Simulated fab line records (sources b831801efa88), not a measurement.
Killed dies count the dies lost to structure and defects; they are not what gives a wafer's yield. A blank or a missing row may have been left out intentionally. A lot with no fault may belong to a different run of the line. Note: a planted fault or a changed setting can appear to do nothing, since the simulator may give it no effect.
Comparing a struck lot with a sound one | flow sfq line | 42 out of 325 route steps
Sound: these wafers, L473.2, L473.3, L473.6. Struck: wafer L480.5. (L480.3, L480.4 of the same lot were not struck and are left out.) The cause comes at the end.
For every step that has rows: the tool of each side, followed by ch and its chambers, followed by its first start. Under that, the readings that differ: sound wafers | struck wafers | difference of the means | sigmas: that difference in standard deviations of wafers without a fault.
alike: readings whose means differ by less than 2 such deviations, and words and numbers that are the same on both sides. not compared: withheld readings, readings that some wafer has no value for, bounds like >300 that may hide the same value, and numbers for which the record gives no deviation and whose values overlap.
Wherever a step has rows on one side only, a row that says differs or no value, or a row with sigmas, the two part there. Non-overlapping numbers with no deviation appear without sigmas and do not part them. A reading missing from all wafers of one side parts the sides only when that side holds two or more wafers.

first, 6 steps without rows for these wafers: SFQ_TRILAYER_M1_LITHO_COAT_044 (resist thk 62 nm); SFQ_TRILAYER_M1_LITHO_COAT_039 (resist thk 600 nm); SFQ_TRILAYER_M1_LITHO_SOFTBAKE_043; SFQ_TRILAYER_M1_LITHO_EXPOSE_040 (exposes mask M1, target cd 500 nm); SFQ_TRILAYER_M1_LITHO_PEB_042 (peb time 60 s); SFQ_TRILAYER_M1_LITHO_DEVELOP_041 (time 60 s).
SFQ_M1_OVL_MEAS_911:
  sound: overlay-02 at day 23 20:59; struck: overlay-01 at day 27 05:19
  reading     | sound       | struck | difference | sigmas
  M1_OVL (nm) | -16 -10 -12 | 3      | +16        | +2
then, 1 step without rows for these wafers: SFQ_TRILAYER_M1_BARC_OPEN_METAL_ETCH_054 (etches BARC in O2, target depth 125 nm, time 41.7 s).
SFQ_TRILAYER_M1_ETCH_METAL_ETCH_042: etches Nb in Cl2/Ar, stops on SiO2, target depth 240 nm, time 120 s.
  sound on rie metal-03 ch 1, day 23 21:10; struck on rie metal-03 ch 1, day 27 05:26
  alike: drypump motor current A, oes product au
  not compared: rf hours counter h
then, 2 steps without rows for these wafers: SFQ_TRILAYER_M1_STRIP_STRIP_043 (strips in O2); SFQ_TRILAYER_M1_STRIP_SOLV_CLEAN_044 (cleans in NMP, time 600 s).
SFQ_TRILAYER_I1_DEP_PECVD_045: deposits SiO2 from SiH4/N2O, time 111.11 s, target thk 500 nm.
  sound on pecvd-03 ch 1,2, day 23 22:46; struck on pecvd-03 ch 1, day 27 06:18
  reading                | sound          | struck | difference | sigmas
  throttle valve pct (%) | 25.8 31.3 26.0 | 23.3   | -4.4       | -3
  alike: heater power w
SFQ_TRILAYER_I1_CMP_CMP_046: polishes SiO2.
  sound on cmp-02 ch 2,3, day 23 23:21; struck on cmp-01 ch 0, day 27 10:28
  reading                                             | sound             | struck | difference | sigmas
  time to endpoint s (s)                              | 216 216 221       | 257    | +39        | +6
  model.SiO2_of_TRILAYER_I1_DEP_PECVD_045.thk nm (nm) | 201.7 201.4 199.6 | 148.7  | -52.2      |
  alike: motor current A
SFQ_I1_BOW_MEAS_912:
  sound: film metro-03 at day 24 01:52; struck: film metro-03 at day 27 12:30
  alike: I1_BOW
SFQ_TRILAYER_I1_METRO_MEASURE_047:
  sound: film metro-03 at day 24 02:10; struck: film metro-03 at day 27 12:59
  reading     | sound             | struck | difference | sigmas
  thk nm (nm) | 201.7 201.4 199.6 | 148.7  | -52.2      | -54
then, 6 steps without rows for these wafers: SFQ_TRILAYER_I1_VIA_LITHO_COAT_054 (resist thk 62 nm); SFQ_TRILAYER_I1_VIA_LITHO_COAT_049 (resist thk 650 nm); SFQ_TRILAYER_I1_VIA_LITHO_SOFTBAKE_053; SFQ_TRILAYER_I1_VIA_LITHO_EXPOSE_050 (exposes mask I1, target cd 500 nm); SFQ_TRILAYER_I1_VIA_LITHO_PEB_052 (peb time 60 s); SFQ_TRILAYER_I1_VIA_LITHO_DEVELOP_051 (time 60 s).
-- the record jumps here: 6 days lie between the struck wafers' starts before and after --
SFQ_I1_OVL_MEAS_913:
  sound: overlay-02 at day 24 05:26; struck: overlay-02 at day 33 19:53
  alike: I1_OVL
SFQ_TRILAYER_I1_VIA_BARC_OPEN_VIA_ETCH_071: etches BARC in O2, target depth 125 nm, time 41.7 s.
  sound on rie diel-01 ch 0,2,3, day 24 05:28; struck on rie diel-01 ch 1, day 33 19:55
  reading                     | sound       | struck | difference | sigmas
  drypump motor current A (A) | 5.3 6.7 6.7 | 4.8    | -1.4       | -2
  alike: oes product au
  not compared: rf hours counter h
SFQ_TRILAYER_I1_VIA_ETCH_VIA_ETCH_052: etches SiO2 in CHF3, stops on Nb, target depth 260 nm.
  sound on rie diel-01 ch 0,2,3, day 24 05:30; struck on rie diel-01 ch 1, day 33 19:58
  reading                        | sound             | struck | difference | sigmas
  drypump motor current A (A)    | 5.3 6.7 6.8       | 4.8    | -1.5       | -2
  oes product au (a.u.)          | 0.860 0.852 0.854 | 0.727  | -0.128     | -26
  model.etch.depth nm (nm)       | 201.7 201.4 199.6 | 148.7  | -52.2      |
  model.I1.feature depth nm (nm) | 201.7 201.4 199.6 | 148.7  | -52.2      |
SFQ_TRILAYER_I1_VIA_STRIP_STRIP_053: strips in O2.
  sound on rie metal-03 ch 1, day 24 05:49; struck on rie metal-03 ch 0, day 33 20:16
  reading               | sound             | struck | difference | sigmas
  oes product au (a.u.) | 1.011 1.004 1.002 | 0.985  | -0.021     | -2
  alike: drypump motor current A
  not compared: rf hours counter h
then, 1 step without rows for these wafers: SFQ_TRILAYER_I1_VIA_STRIP_SOLV_CLEAN_054 (cleans in NMP, time 600 s).
SFQ_TRILAYER_M2_DEP_PRE_CLEAN_056: time 22.5 s.
  sound: pvd sputter-04 at day 24 06:59; struck: pvd sputter-04 at day 33 20:52
  reading                                             | sound             | struck | difference | sigmas
  model.SiO2_of_TRILAYER_I1_DEP_PECVD_045.thk nm (nm) | 194.2 193.9 192.1 | 141.2  | -52.2      |
  alike: bias v
then, 1 step without rows for these wafers: SFQ_TRILAYER_M2_DEP_SPUTTER_055 (material Nb, target thk 200 nm, time 133.3 s).
SFQ_M2_RS_MEAS_914: measures by four-point-probe.
  sound: film metro-03 at day 24 07:08; struck: film metro-03 at day 33 21:01
  alike: M2_NB_RS
then, 6 steps without rows for these wafers: SFQ_TRILAYER_M2_LITHO_COAT_062 (resist thk 62 nm); SFQ_TRILAYER_M2_LITHO_COAT_057 (resist thk 600 nm); SFQ_TRILAYER_M2_LITHO_SOFTBAKE_061; SFQ_TRILAYER_M2_LITHO_EXPOSE_058 (exposes mask M2, target cd 500 nm); SFQ_TRILAYER_M2_LITHO_PEB_060 (peb time 60 s); SFQ_TRILAYER_M2_LITHO_DEVELOP_059 (time 60 s).
SFQ_M2_OVL_MEAS_916:
  sound: overlay-02 at day 29 22:10; struck: overlay-02 at day 34 00:40
  alike: M2_OVL
then, 2 steps without rows for these wafers: SFQ_TRILAYER_M2_BARC_OPEN_METAL_ETCH_077 (etches BARC in O2, target depth 125 nm, time 41.7 s); SFQ_TRILAYER_M2_ETCH_METAL_ETCH_060 (etches Nb in Cl2/Ar, stops on SiO2, target depth 240 nm, time 120 s).
SFQ_TRILAYER_M2_STRIP_STRIP_061: strips in O2.
  sound on rie metal-04 ch 0,1, day 29 22:23; struck on rie metal-04 ch 1, day 34 01:04
  alike: drypump motor current A, oes product au
  not compared: rf hours counter h
then, 2 steps without rows for these wafers: SFQ_TRILAYER_M2_STRIP_SOLV_CLEAN_062 (cleans in NMP, time 600 s); SFQ_TRILAYER_I2_DEP_PECVD_063 (deposits SiO2 from SiH4/N2O, time 111.11 s, target thk 500 nm).
-- the record jumps here: 51 days lie between the struck wafers' starts before and after --
SFQ_M8_BOW_MEAS_951:
  sound: film metro-04 at day 81 08:29; struck: film metro-04 at day 85 04:10
  reading                 | sound             | struck | difference | sigmas
  model.etest.i1.link ohm | 1.974 1.998 1.966 | 1.919  | -0.060     |
  alike: M8_BOW

## WHERE THEY PART
Earliest at SFQ_M1_OVL_MEAS_911; latest, in this record, at SFQ_TRILAYER_I1_VIA_STRIP_STRIP_053. Later steps at which nothing parts them and some readings are alike: SFQ_TRILAYER_M2_DEP_PRE_CLEAN_056, SFQ_M2_RS_MEAS_914, SFQ_M2_OVL_MEAS_916, SFQ_TRILAYER_M2_STRIP_STRIP_061, SFQ_M8_BOW_MEAS_951.

WHY: what the simulator had put in
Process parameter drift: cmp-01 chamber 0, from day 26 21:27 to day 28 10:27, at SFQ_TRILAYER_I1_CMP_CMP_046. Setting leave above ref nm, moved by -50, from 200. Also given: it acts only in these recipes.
